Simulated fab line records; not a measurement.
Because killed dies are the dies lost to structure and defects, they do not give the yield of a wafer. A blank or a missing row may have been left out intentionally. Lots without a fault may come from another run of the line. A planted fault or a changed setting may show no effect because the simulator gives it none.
fab line records	flow gf180mcu
record: lots: 24	wafers: 72	lastDay: 34
route steps=602 shown V1@336 M2@367 V2@397 V3@431 V5@558
lots that met no fault: taken from a fault-free run of the same line
startH: hours from the record's first day to the start of the lot's first wafer shown	waitH: time in hours since the lot's previous step	" identical to the entry in the row above	L1.1+2: several wafers, shown together as one row	- either no value or no given start	* or withheld: withheld	< > ~ a bound
route shown NAME@n: names a module that has steps shown in the file, with the first one's number in the route	usual: average and standard deviation across the fault-free wafers	same: alike in all rows	chamber/n: place in a boat	sites: each site's reading	_std_site: standard deviation of those values	_edge_site: the outer-site mean with the inner-site mean subtracted	radiusMm: for every site, how far away it sits from the centre of the wafer	mask NAME#n: copy n	behind: the tool/chamber that last shaped the wafer	hold: the reason the lot was held/the length of the hold in hours/how it ended	device: transistor that didn't switch, given as n, p or np	end of line: tests of these same wafers at the route's end	a step without rows: its recipe alone	killed: the dies lost at the first sort to structure and to defects; this is not the yield of the wafer	map: dies across one wafer; x = killed, . = not, _ = none there
set.NAME: the setting that was run; set.NAME@STEP: the one run at that earlier step	model.NAME: the simulator's own value behind a step, which no gauge read
one table for each step of the route and one row for each wafer, over a sample of lots
services: a tool's chamber out of use, with start hour (startH, from the record's first day; less than 0 if before it), hours out, and reason
== steps ==
step: GF_V1_THK_MEAS_01
recipe: reads: SiO2_of_V1_CVD_00
usual: V1_CVD_00_THK: 605/6.1
lot.wafer	tool	chamber	startH	waitH	V1_CVD_00_THK[nm]
L074.1	filmMetro-02	-	386.26	0.0	603
L074.3	"	-	"	"	604
L074.5	"	-	"	"	601
L075.2	filmMetro-02	-	393.10	0.1	601
L075.4	"	-	"	"	596
L075.6	"	-	"	"	595
L076.2	filmMetro-02	-	404.30	0.0	606
L076.5	"	-	"	"	607
L076.6	"	-	"	"	602
L077.3	filmMetro-02	-	412.06	0.1	598
L077.4	"	-	"	"	602
L077.6	"	-	"	"	599
L078.4	filmMetro-02	-	423.40	0.0	602
L078.5	"	-	"	"	595
L078.6	"	-	"	"	600
L079.4	filmMetro-03	-	431.34	0.1	605
L079.5	"	-	"	"	609
L079.6	"	-	"	"	619
L080.2	filmMetro-03	-	443.62	0.0	604
L080.3	"	-	"	"	603
L080.6	"	-	"	"	612
L081.1	filmMetro-04	-	454.19	0.0	594
L081.2	"	-	"	"	597
L081.6	"	-	"	"	601
L082.1	filmMetro-04	-	463.63	0.0	602
L082.2	"	-	"	"	608
L082.5	"	-	"	"	608
L083.1	filmMetro-04	-	474.89	0.0	610
L083.2	"	-	"	"	598
L083.4	"	-	"	"	605
L084.1	filmMetro-02	-	479.13	0.0	615
L084.2	"	-	"	"	605
L084.5	"	-	"	"	611
L085.1	filmMetro-04	-	495.06	0.0	606
L085.4	"	-	"	"	604
L085.5	"	-	"	"	611
L086.2	filmMetro-04	-	504.77	0.0	615
L086.4	"	-	"	"	602
L086.5	"	-	"	"	603
L087.2	filmMetro-02	-	510.29	0.0	602
L087.4	"	-	"	"	605
L087.5	"	-	"	"	613
L088.1	filmMetro-02	-	514.94	0.0	610
L088.5	"	-	"	"	612
L088.6	"	-	"	"	606
L089.1	filmMetro-02	-	524.68	0.0	610
L089.2	"	-	"	"	611
L089.3	"	-	"	"	619
L090.1	filmMetro-04	-	532.93	0.0	606
L090.3	"	-	"	"	610
L090.5	"	-	"	"	612
L091.1	filmMetro-04	-	539.94	0.0	610
L091.2	"	-	"	"	609
L091.3	"	-	"	"	611
L092.3	filmMetro-02	-	547.29	0.1	606
L092.5	"	-	"	"	611
L092.6	"	-	"	"	609
L093.1	filmMetro-02	-	556.08	0.0	595
L093.4	"	-	"	"	591
L093.6	"	-	"	"	595
L094.2	filmMetro-04	-	564.34	0.0	596
L094.4	"	-	"	"	600
L094.5	"	-	"	"	595
L095.1	filmMetro-04	-	571.28	0.0	615
L095.2	"	-	"	"	605
L095.5	"	-	"	"	608
L096.2	filmMetro-03	-	578.19	0.0	608
L096.5	"	-	"	"	602
L096.6	"	-	"	"	611
L097.1	filmMetro-02	-	587.43	0.0	609
L097.3	"	-	"	"	605
L097.5	"	-	"	"	601
step: GF_M2_RS_MEAS_05
recipe: thkMeasGauge: four-point-probe	reads: TiN_of_M2_SPUTTER_04+Ti_of_M2_SPUTTER_03+AlCu_of_M2_SPUTTER_02+TiN_of_M2_SPUTTER_01+Ti_of_M2_SPUTTER_00
usual: M2_ALCU_RS: 0.0697/0.00079
lot.wafer	tool	chamber	startH	waitH	M2_ALCU_RS[ohm/sq]
L074.1	filmMetro-02	-	411.54	0.0	0.0699
L074.3	"	-	"	"	0.0695
L074.5	"	-	"	"	0.0681
L075.2	filmMetro-02	-	419.40	0.0	0.0702
L075.4	"	-	"	"	0.0698
L075.6	"	-	"	"	0.0700
L076.2	filmMetro-04	-	430.33	0.0	0.0700
L076.5	"	-	"	"	0.0699
L076.6	"	-	"	"	0.0702
L077.3	filmMetro-01	-	438.91	0.1	0.0708
L077.4	"	-	"	"	0.0707
L077.6	"	-	"	"	0.0700
L078.4	filmMetro-02	-	450.31	0.1	0.0702
L078.5	"	-	"	"	0.0706
L078.6	"	-	"	"	0.0705
L079.4	filmMetro-02	-	457.45	0.1	0.0697
L079.5	"	-	"	"	0.0706
L079.6	"	-	"	"	0.0702
L080.2	filmMetro-01	-	470.00	0.0	0.0696
L080.3	"	-	"	"	0.0699
L080.6	"	-	"	"	0.0694
L081.1	filmMetro-02	-	480.88	0.0	0.0703
L081.2	"	-	"	"	0.0695
L081.6	"	-	"	"	0.0686
L082.1	filmMetro-02	-	489.94	0.0	0.0695
L082.2	"	-	"	"	0.0694
L082.5	"	-	"	"	0.0688
L083.1	filmMetro-04	-	501.43	0.0	0.0695
L083.2	"	-	"	"	0.0689
L083.4	"	-	"	"	0.0695
L084.1	filmMetro-01	-	504.98	0.0	0.0704
L084.2	"	-	"	"	0.0700
L084.5	"	-	"	"	0.0706
L085.1	filmMetro-01	-	520.52	0.0	0.0689
L085.4	"	-	"	"	0.0705
L085.5	"	-	"	"	0.0699
L086.2	filmMetro-02	-	530.40	0.0	0.0704
L086.4	"	-	"	"	0.0712
L086.5	"	-	"	"	0.0712
L087.2	filmMetro-02	-	535.97	0.0	0.0702
L087.4	"	-	"	"	0.0702
L087.5	"	-	"	"	0.0705
L088.1	filmMetro-02	-	540.89	0.0	0.0703
L088.5	"	-	"	"	0.0691
L088.6	"	-	"	"	0.0703
L089.1	filmMetro-04	-	549.61	0.0	0.0690
L089.2	"	-	"	"	0.0687
L089.3	"	-	"	"	0.0696
L090.1	filmMetro-04	-	557.34	0.0	0.0683
L090.3	"	-	"	"	0.0681
L090.5	"	-	"	"	0.0687
L091.1	filmMetro-02	-	564.41	0.0	0.0697
L091.2	"	-	"	"	0.0699
L091.3	"	-	"	"	0.0700
L092.3	filmMetro-02	-	572.23	0.1	0.0704
L092.5	"	-	"	"	0.0693
L092.6	"	-	"	"	0.0685
L093.1	filmMetro-02	-	580.43	0.0	0.0698
L093.4	"	-	"	"	0.0698
L093.6	"	-	"	"	0.0696
L094.2	filmMetro-01	-	588.80	0.1	0.0686
L094.4	"	-	"	"	0.0676
L094.5	"	-	"	"	0.0682
L095.1	filmMetro-01	-	595.57	0.0	0.0701
L095.2	"	-	"	"	0.0711
L095.5	"	-	"	"	0.0694
L096.2	filmMetro-02	-	601.21	0.0	0.0699
L096.5	"	-	"	"	0.0701
L096.6	"	-	"	"	0.0699
L097.1	filmMetro-01	-	611.80	0.0	0.0710
L097.3	"	-	"	"	0.0720
L097.5	"	-	"	"	0.0705
step: GF_V2_OVL_MEAS_15
usual: V2_OVL: -2/4.9
lot.wafer	tool	chamber	startH	waitH	V2_OVL[nm]
L074.1	overlay-02	-	460.72	0.1	-5
L074.3	"	-	"	"	1
L074.5	"	-	"	"	-7
L075.2	overlay-02	-	470.11	0.1	-4
L075.4	"	-	"	"	-8
L075.6	"	-	"	"	-3
L076.2	overlay-02	-	479.98	0.1	-3
L076.5	"	-	"	"	5
L076.6	"	-	"	"	-10
L077.3	overlay-01	-	489.36	0.1	-4
L077.4	"	-	"	"	-6
L077.6	"	-	"	"	7
L078.4	overlay-02	-	500.26	0.1	-2
L078.5	"	-	"	"	-6
L078.6	"	-	"	"	2
L079.4	overlay-02	-	506.59	0.1	-1
L079.5	"	-	"	"	2
L079.6	"	-	"	"	-3
L080.2	overlay-02	-	518.50	0.1	3
L080.3	"	-	"	"	0
L080.6	"	-	"	"	4
L081.1	overlay-01	-	529.65	0.1	-7
L081.2	"	-	"	"	-6
L081.6	"	-	"	"	-5
L082.1	overlay-02	-	537.92	0.1	-1
L082.2	"	-	"	"	-3
L082.5	"	-	"	"	-4
L083.1	overlay-01	-	549.17	0.1	-4
L083.2	"	-	"	"	-6
L083.4	"	-	"	"	3
L084.1	overlay-01	-	551.64	0.1	5
L084.2	"	-	"	"	0
L084.5	"	-	"	"	3
L085.1	overlay-01	-	567.09	0.1	-15
L085.4	"	-	"	"	2
L085.5	"	-	"	"	-9
L086.2	overlay-02	-	576.60	0.1	3
L086.4	"	-	"	"	-3
L086.5	"	-	"	"	0
L087.2	overlay-02	-	581.51	0.1	0
L087.4	"	-	"	"	-4
L087.5	"	-	"	"	3
L088.1	overlay-01	-	586.49	0.1	-2
L088.5	"	-	"	"	-8
L088.6	"	-	"	"	-5
L089.1	overlay-02	-	595.45	0.1	2
L089.2	"	-	"	"	5
L089.3	"	-	"	"	-5
L090.1	overlay-02	-	602.27	0.1	-5
L090.3	"	-	"	"	-9
L090.5	"	-	"	"	-3
L091.1	overlay-02	-	608.89	0.1	-4
L091.2	"	-	"	"	-4
L091.3	"	-	"	"	-7
L092.3	overlay-01	-	616.41	0.1	1
L092.5	"	-	"	"	1
L092.6	"	-	"	"	-7
L093.1	overlay-01	-	622.60	0.1	0
L093.4	"	-	"	"	3
L093.6	"	-	"	"	9
L094.2	overlay-01	-	632.11	0.1	0
L094.4	"	-	"	"	3
L094.5	"	-	"	"	-3
L095.1	overlay-01	-	637.69	0.1	-6
L095.2	"	-	"	"	5
L095.5	"	-	"	"	-6
L096.2	overlay-02	-	643.15	0.1	-6
L096.5	"	-	"	"	-8
L096.6	"	-	"	"	-9
L097.1	overlay-01	-	654.55	0.1	-4
L097.3	"	-	"	"	9
L097.5	"	-	"	"	-5
step: GF_V3_CVD_02
recipe: material: SiO2	targetThkNm: 850	precursor: TEOS	tempC: 400	timeS: 94.851	rfW: 600
usual: heaterPowerW: 704/130
lot.wafer	tool	chamber	startH	waitH	heaterPowerW	sinceWetCleanH
L074.1	pecvd-03	0	487.09	0.1	497	312
L074.3	"	1	"	"	739	312
L074.5	"	2	"	"	744	-
L075.2	pecvd-01	2	496.52	0.0	991	114
L075.4	"	2	"	"	816	-
L075.6	"	1	"	"	674	-
L076.2	pecvd-02	1	506.39	0.0	743	540
L076.5	"	1	"	"	755	-
L076.6	"	2	"	"	667	-
L077.3	pecvd-03	2	515.86	0.0	859	341
L077.4	"	1	"	"	785	-
L077.6	"	0	"	"	497	-
L078.4	pecvd-03	0	526.24	0.1	588	-
L078.5	"	2	"	"	909	-
L078.6	"	1	"	"	750	-
L079.4	pecvd-02	2	531.97	0.1	689	-
L079.5	"	0	"	"	602	-
L079.6	"	1	"	"	653	-
L080.2	pecvd-03	2	543.60	0.0	752	369
L080.3	"	0	"	"	601	369
L080.6	"	1	"	"	641	-
L081.1	pecvd-01	1	555.18	0.1	646	172
L081.2	"	0	"	"	555	172
L081.6	"	0	"	"	592	-
L082.1	pecvd-01	2	562.60	0.1	827	180
L082.2	"	0	"	"	639	180
L082.5	"	0	"	"	670	-
L083.1	pecvd-01	0	573.99	0.1	581	191
L083.2	"	1	"	"	658	191
L083.4	"	0	"	"	639	-
L084.1	pecvd-02	2	575.37	0.1	698	609
L084.2	"	1	"	"	765	609
L084.5	"	1	"	"	787	-
L085.1	pecvd-02	1	590.76	0.1	645	624
L085.4	"	0	"	"	593	-
L085.5	"	1	"	"	716	-
L086.2	pecvd-03	2	599.87	0.0	771	425
L086.4	"	1	"	"	773	-
L086.5	"	1	"	"	804	-
L087.2	pecvd-01	0	605.07	0.0	641	222
L087.4	"	2	"	"	1023	-
L087.5	"	0	"	"	668	-
L088.1	pecvd-03	0	610.77	0.1	510	436
L088.5	"	0	"	"	583	-
L088.6	"	1	"	"	661	-
L089.1	pecvd-03	2	618.98	0.1	800	444
L089.2	"	1	"	"	737	444
L089.3	"	0	"	"	625	444
L090.1	pecvd-03	0	625.60	0.1	620	451
L090.3	"	2	"	"	911	451
L090.5	"	0	"	"	504	-
L091.1	pecvd-02	2	631.93	0.1	609	666
L091.2	"	1	"	"	784	666
L091.3	"	0	"	"	633	666
L092.3	pecvd-02	1	640.65	0.0	672	674
L092.5	"	0	"	"	559	-
L092.6	"	2	"	"	578	-
L093.1	pecvd-03	0	645.57	0.1	639	471
L093.4	"	2	"	"	725	-
L093.6	"	0	"	"	501	-
L094.2	pecvd-01	0	654.29	0.0	619	271
L094.4	"	1	"	"	615	-
L094.5	"	2	"	"	958	-
L095.1	pecvd-01	0	659.64	0.1	580	277
L095.2	"	2	"	"	945	277
L095.5	"	2	"	"	979	-
L096.2	pecvd-01	1	664.87	0.0	613	282
L096.5	"	1	"	"	620	-
L096.6	"	2	"	"	1006	-
L097.1	pecvd-02	2	675.81	0.1	703	709
L097.3	"	1	"	"	734	709
L097.5	"	1	"	"	756	-
step: GF_V3_ETCH_17
recipe: chemistry: C4F8/O2/Ar	maskMaterial: KrF	target: SiO2	stopOn: TiN	sourceW: 1500	biasW: 1200	pressureMtorr: 40	c4f8FlowSccm: withheld	O2_flow_sccm: 6	Ar_flow_sccm: 300	timeS: withheld	targetDepthA: 6350
usual: oesProductAu: 0.857/0.0049
lot.wafer	tool	chamber	startH	waitH	oesProductAu
L074.1	rieDiel-02	1	-	-	0.861
L074.3	"	3	"	"	0.863
L074.5	"	1	"	"	0.859
L075.2	rieDiel-03	2	-	-	0.848
L075.4	"	2	"	"	0.853
L075.6	"	0	"	"	0.847
L076.2	rieDiel-02	0	-	-	0.861
L076.5	"	3	"	"	0.862
L076.6	"	2	"	"	0.859
L077.3	rieDiel-01	1	-	-	0.851
L077.4	"	2	"	"	0.849
L077.6	"	0	"	"	0.856
L078.4	rieDiel-01	2	-	-	0.858
L078.5	"	3	"	"	0.862
L078.6	"	0	"	"	0.852
L079.4	rieDiel-01	0	-	-	0.858
L079.5	"	2	"	"	0.867
L079.6	"	1	"	"	0.852
L080.2	rieDiel-03	0	-	-	0.867
L080.3	"	2	"	"	0.852
L080.6	"	2	"	"	0.845
L081.1	rieDiel-02	2	-	-	0.855
L081.2	"	1	"	"	0.864
L081.6	"	2	"	"	0.853
L082.1	rieDiel-03	2	-	-	0.861
L082.2	"	0	"	"	0.853
L082.5	"	0	"	"	0.863
L083.1	rieDiel-03	2	-	-	0.849
L083.2	"	3	"	"	0.854
L083.4	"	0	"	"	0.852
L084.1	rieDiel-02	3	-	-	0.857
L084.2	"	0	"	"	0.848
L084.5	"	2	"	"	0.852
L085.1	rieDiel-03	1	-	-	0.861
L085.4	"	3	"	"	0.855
L085.5	"	0	"	"	0.850
L086.2	rieDiel-03	1	-	-	0.865
L086.4	"	2	"	"	0.863
L086.5	"	1	"	"	0.859
L087.2	rieDiel-03	1	-	-	0.852
L087.4	"	2	"	"	0.851
L087.5	"	0	"	"	0.855
L088.1	rieDiel-03	3	-	-	0.850
L088.5	"	1	"	"	0.857
L088.6	"	2	"	"	0.850
L089.1	rieDiel-01	2	-	-	0.857
L089.2	"	0	"	"	0.861
L089.3	"	1	"	"	0.862
L090.1	rieDiel-01	2	-	-	0.857
L090.3	"	0	"	"	0.854
L090.5	"	1	"	"	0.862
L091.1	rieDiel-03	2	-	-	0.861
L091.2	"	1	"	"	0.852
L091.3	"	0	"	"	0.859
L092.3	rieDiel-03	0	-	-	0.851
L092.5	"	3	"	"	0.855
L092.6	"	2	"	"	0.858
L093.1	rieDiel-02	3	-	-	0.853
L093.4	"	0	"	"	0.859
L093.6	"	2	"	"	0.866
L094.2	rieDiel-01	0	-	-	0.846
L094.4	"	3	"	"	0.858
L094.5	"	1	"	"	0.864
L095.1	rieDiel-03	1	-	-	0.858
L095.2	"	3	"	"	0.855
L095.5	"	1	"	"	0.860
L096.2	rieDiel-02	2	-	-	0.855
L096.5	"	3	"	"	0.860
L096.6	"	0	"	"	0.862
L097.1	rieDiel-03	1	-	-	0.859
L097.3	"	0	"	"	0.856
L097.5	"	1	"	"	0.863
step: GF_V5_STRIP_18
recipe: chemistry: O2/N2	powerW: 1400	pressureMtorr: 1500	platenTempC: 250	o2FlowSccm: 3000	n2FlowSccm: 300	overashFraction: 0.5
usual: drypumpMotorCurrentA: 5.9/0.34	heaterPowerW: 348/46	o2FlowSccm: 2999/9.8	oesProductAu: 0.569/0.0051
lot.wafer	tool	chamber	startH	waitH	drypumpMotorCurrentA	heaterPowerW	o2FlowSccm	oesProductAu	rfHoursCounterH
L074.1	plasmaAsher-02	1	628.07	-	5.9	353	2993	0.567	101
L074.3	"	1	"	"	5.9	358	2986	0.568	-
L074.5	"	1	"	"	5.8	354	3010	0.568	-
L075.2	plasmaAsher-03	1	635.80	-	5.9	361	3003	0.563	84
L075.4	"	1	"	"	5.9	347	3003	0.567	-
L075.6	"	1	"	"	5.9	358	2997	0.567	-
L076.2	plasmaAsher-04	0	643.17	-	5.2	257	2981	0.565	54
L076.5	"	0	"	"	5.2	270	2981	0.565	-
L076.6	"	1	"	"	6.1	334	3000	0.566	-
L077.3	plasmaAsher-02	1	651.77	-	5.8	351	2999	0.565	-
L077.4	"	0	"	"	6.3	382	3011	0.566	-
L077.6	"	0	"	"	6.3	382	3009	0.570	-
L078.4	plasmaAsher-04	0	661.85	-	5.3	269	3004	0.576	-
L078.5	"	1	"	"	6.1	326	2993	0.570	-
L078.6	"	0	"	"	5.2	263	2999	0.561	-
L079.4	plasmaAsher-02	0	665.22	-	6.3	387	3007	0.580	-
L079.5	"	0	"	"	6.3	388	2992	0.567	-
L079.6	"	1	"	"	5.8	350	2991	0.570	-
L080.2	plasmaAsher-03	0	674.54	-	6.0	410	3000	0.569	88
L080.3	"	1	"	"	5.9	351	2987	0.565	-
L080.6	"	0	"	"	6.0	413	2989	0.567	-
L081.1	plasmaAsher-04	0	685.08	-	5.2	268	2989	0.574	57
L081.2	"	1	"	"	6.1	318	3007	0.570	57
L081.6	"	0	"	"	5.2	276	2995	0.571	-
L082.1	plasmaAsher-02	1	689.94	-	5.8	362	3009	0.573	108
L082.2	"	0	"	"	6.3	392	2994	0.571	108
L082.5	"	0	"	"	6.3	390	2995	0.560	-
L083.1	plasmaAsher-03	1	700.47	-	5.9	347	3001	0.573	91
L083.2	"	0	"	"	6.0	406	3012	0.569	91
L083.4	"	0	"	"	6.0	404	3009	0.573	-
L084.1	plasmaAsher-03	0	702.19	-	6.0	396	2987	0.572	91
L084.2	"	1	"	"	5.9	346	3001	0.567	91
L084.5	"	1	"	"	5.9	357	2985	0.571	-
L085.1	plasmaAsher-02	1	715.18	-	5.9	358	2991	0.575	111
L085.4	"	0	"	"	6.3	387	2985	0.569	-
L085.5	"	1	"	"	5.8	354	2998	0.572	-
L086.2	plasmaAsher-03	1	724.08	-	5.9	352	2995	0.576	93
L086.4	"	1	"	"	5.9	343	3003	0.573	-
L086.5	"	0	"	"	5.9	413	2997	0.571	-
L087.2	plasmaAsher-04	0	727.81	-	5.2	266	3003	0.566	61
L087.4	"	1	"	"	6.1	336	3009	0.568	-
L087.5	"	1	"	"	6.1	336	2988	0.570	-
L088.1	plasmaAsher-04	0	732.73	-	5.2	264	3009	0.579	62
L088.5	"	1	"	"	6.1	331	2982	0.570	-
L088.6	"	0	"	"	5.2	271	3010	0.570	-
L089.1	plasmaAsher-04	0	739.08	-	5.3	277	3015	0.569	63
L089.2	"	1	"	"	6.1	333	3000	0.564	63
L089.3	"	1	"	"	6.1	332	2990	0.565	-
L090.1	plasmaAsher-03	0	744.18	-	6.0	406	3004	0.562	95
L090.3	"	0	"	"	6.0	406	2987	0.557	-
L090.5	"	0	"	"	6.0	394	3001	0.567	-
L091.1	plasmaAsher-04	0	749.63	-	5.2	269	3008	0.564	64
L091.2	"	1	"	"	6.1	333	2987	0.562	64
L091.3	"	0	"	"	5.2	268	3005	0.562	-
L092.3	plasmaAsher-03	0	757.00	-	6.0	398	2995	0.573	-
L092.5	"	0	"	"	6.0	400	3003	0.566	-
L092.6	"	1	"	"	5.9	354	3007	0.570	-
L093.1	plasmaAsher-04	1	761.69	-	6.1	336	2989	0.562	65
L093.4	"	1	"	"	6.1	328	3001	0.568	-
L093.6	"	1	"	"	6.1	330	2995	0.571	-
L094.2	plasmaAsher-04	1	768.19	-	6.1	335	3002	0.563	66
L094.4	"	0	"	"	5.2	264	3004	0.566	-
L094.5	"	1	"	"	6.1	329	2995	0.557	-
L095.1	plasmaAsher-02	0	771.69	-	6.3	398	3008	0.560	1
L095.2	"	1	"	"	5.9	361	2992	0.575	1
L095.5	"	0	"	"	6.3	401	3009	0.570	-
L096.2	plasmaAsher-03	1	776.89	-	5.9	351	3006	0.566	99
L096.5	"	0	"	"	6.0	404	3010	0.571	-
L096.6	"	1	"	"	5.9	346	3016	0.571	-
L097.1	plasmaAsher-02	1	786.66	-	5.9	372	2989	0.581	3
L097.3	"	0	"	"	6.3	404	3015	0.569	-
L097.5	"	0	"	"	6.3	388	3002	0.579	-
== services ==
tool	chamber	startH	hours	kind
rieDiel-02	-	464.19	2.8	pm
rieDiel-03	-	473.67	2.8	pm
rieDiel-01	-	498.53	2.8	pm
plasmaAsher-03	-	517.23	3.2	repair
rieDiel-03	-	533.35	0.8	repair
pecvd-02	2	546.01	10.6	repair
plasmaAsher-03	-	575.76	4.8	repair
plasmaAsher-03	-	595.35	0.8	repair
pecvd-03	0	599.84	3.4	repair
pecvd-02	-	615.69	0.7	repair
rieDiel-03	3	637.79	11.9	repair
pecvd-01	-	645.12	2.8	pm
plasmaAsher-04	-	666.78	15.6	pm
rieDiel-03	3	679.24	4.2	repair
plasmaAsher-03	-	726.07	1.9	repair
pecvd-03	-	731.44	14.6	pm
plasmaAsher-02	-	733.75	9.0	pm
plasmaAsher-02	-	747.92	17.5	pm
pecvd-01	0	764.38	6.0	repair
plasmaAsher-03	-	766.92	2.0	repair
plasmaAsher-04	-	769.03	3.6	repair
pecvd-01	-	773.65	0.7	repair
plasmaAsher-04	-	774.98	2.8	pm
plasmaAsher-03	-	785.11	2.8	pm
== key ==
fault none
